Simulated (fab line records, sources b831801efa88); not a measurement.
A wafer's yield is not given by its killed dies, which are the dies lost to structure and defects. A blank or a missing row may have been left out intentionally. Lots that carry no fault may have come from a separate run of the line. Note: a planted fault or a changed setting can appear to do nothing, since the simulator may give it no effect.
Chamber matching || flow sky130 || 4 sister chambers for SKY_VIA1_CMP_02 on cmp-01
The step polishes SiO2. 4 wafers are shown with their chamber, then 12 later ones without.

## EACH WAFER AND ITS CHAMBER
{"wafer": "L083.3", "chamber": 3, "motorCurrentA (A)": 12.8}
{"wafer": "L091.1", "chamber": 2, "motorCurrentA (A)": 12.3}
{"wafer": "L091.2", "chamber": 0, "motorCurrentA (A)": 12.1}
{"wafer": "L091.5", "chamber": 1, "motorCurrentA (A)": 12.5}

## WAFERS WITHOUT THEIR CHAMBER
{"wafer": "L092.3", "motorCurrentA (A)": 12.3}
{"wafer": "L092.4", "motorCurrentA (A)": 11.7}
{"wafer": "L092.5", "motorCurrentA (A)": 12.5}
{"wafer": "L093.1", "motorCurrentA (A)": 11.6}
{"wafer": "L093.3", "motorCurrentA (A)": 12.3}
{"wafer": "L093.6", "motorCurrentA (A)": 12.8}
{"wafer": "L096.3", "motorCurrentA (A)": 12.4}
{"wafer": "L096.5", "motorCurrentA (A)": 12.6}
{"wafer": "L096.6", "motorCurrentA (A)": 12.5}
{"wafer": "L097.2", "motorCurrentA (A)": 12.4}
{"wafer": "L097.3", "motorCurrentA (A)": 12.8}
{"wafer": "L097.6", "motorCurrentA (A)": 12.5}

## WHICH CHAMBER EACH WENT THROUGH
{"wafer": "L092.3", "from the rows above": "can't be placed: 2 or 1 or 0", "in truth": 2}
{"wafer": "L092.4", "from the rows above": "can't be placed: 0 or 2", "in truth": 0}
{"wafer": "L092.5", "from the rows above": "can't be placed: 1 or 2 or 3", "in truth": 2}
{"wafer": "L093.1", "from the rows above": "can't be placed: 0 or 2", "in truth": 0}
{"wafer": "L093.3", "from the rows above": "can't be placed: 2 or 1 or 0", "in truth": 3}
{"wafer": "L093.6", "from the rows above": "can't be placed: 3 or 1", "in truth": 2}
{"wafer": "L096.3", "from the rows above": "can't be placed: 1 or 2 or 0 or 3", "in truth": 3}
{"wafer": "L096.5", "from the rows above": "can't be placed: 1 or 3 or 2", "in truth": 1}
{"wafer": "L096.6", "from the rows above": "can't be placed: 1 or 2 or 3", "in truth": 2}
{"wafer": "L097.2", "from the rows above": "can't be placed: 1 or 2 or 0 or 3", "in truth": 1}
{"wafer": "L097.3", "from the rows above": "can't be placed: 3 or 1", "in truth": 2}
{"wafer": "L097.6", "from the rows above": "can't be placed: 1 or 2 or 3", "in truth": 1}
Correct placement for 0 of the 12. Not placeable from these rows: 12 (in 9, the candidates include the true chamber). Number placed wrongly: 0.
How it was worked out, from the rows above alone: a wafer's distance from a chamber is the root of the sum, over the readings, of the square of ((its reading less the chamber's mean) divided by the reading's scatter). If the next closest chamber is less than 2 further off than the closest, the wafer can't be placed; otherwise it belongs to the closest. The mean given for a chamber averages the wafers shown for that chamber. The scatter: root of mean squared gap, hidden wafer to nearest shown wafer, with one shown wafer a chamber.
